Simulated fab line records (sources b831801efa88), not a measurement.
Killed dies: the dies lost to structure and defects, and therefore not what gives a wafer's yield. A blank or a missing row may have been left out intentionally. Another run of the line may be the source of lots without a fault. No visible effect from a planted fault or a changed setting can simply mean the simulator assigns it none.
Chamber matching | flow gf180mcu | pecvd-03 running GF_PASSIVATION_CVD_02: 3 sister chambers
The step deposits Si3N4, target thk 700 nm, time 486.18 s. 6 wafers are shown with their chamber, then 7 later ones without.

EACH WAFER AND ITS CHAMBER
wafer  | chamber | heaterPowerOuterW (W) | heaterPowerW (W)
L653.6 | 1       | 303                   | 640
L655.1 | 1       | 392                   | 769
L655.5 | 2       | 659                   | 1041
L655.6 | 0       | 367                   | 648
L658.3 | 0       | 360                   | 620
L658.5 | 2       | 682                   | 1091

WAFERS WITH NO CHAMBER GIVEN
wafer  | heaterPowerOuterW (W) | heaterPowerW (W)
L658.6 | 396                   | 782
L659.1 | 359                   | 640
L659.5 | 410                   | 785
L659.6 | 377                   | 654
L660.1 | 331                   | 687
L660.4 | 586                   | 946
L660.6 | 362                   | 721

EACH ONE'S CHAMBER
wafer  | from the rows above     | in truth
L658.6 | can't be placed: 1 or 0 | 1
L659.1 | can't be placed: 0 or 1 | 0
L659.5 | can't be placed: 1 or 0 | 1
L659.6 | can't be placed: 0 or 1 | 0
L660.1 | can't be placed: 1 or 0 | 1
L660.4 | 2                       | 2
L660.6 | can't be placed: 1 or 0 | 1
Correct placement for 1 of the 7. Can't be placed from these rows: 6 (the true chamber is among the candidates in 6). Number placed wrongly: 0.
How it was worked out, from the rows above alone: a wafer's distance from a chamber is the root of the sum, over the readings, of the square of ((its reading less the chamber's mean) divided by the reading's scatter). The wafer belongs to the nearest chamber; if the next one is less than 2 further off, it can't be placed. A chamber's mean is the mean of its shown wafers. The scatter: take each reading less its chamber's mean, square it, sum over the shown wafers, divide by the number of wafers less the number of chambers, and take the root.
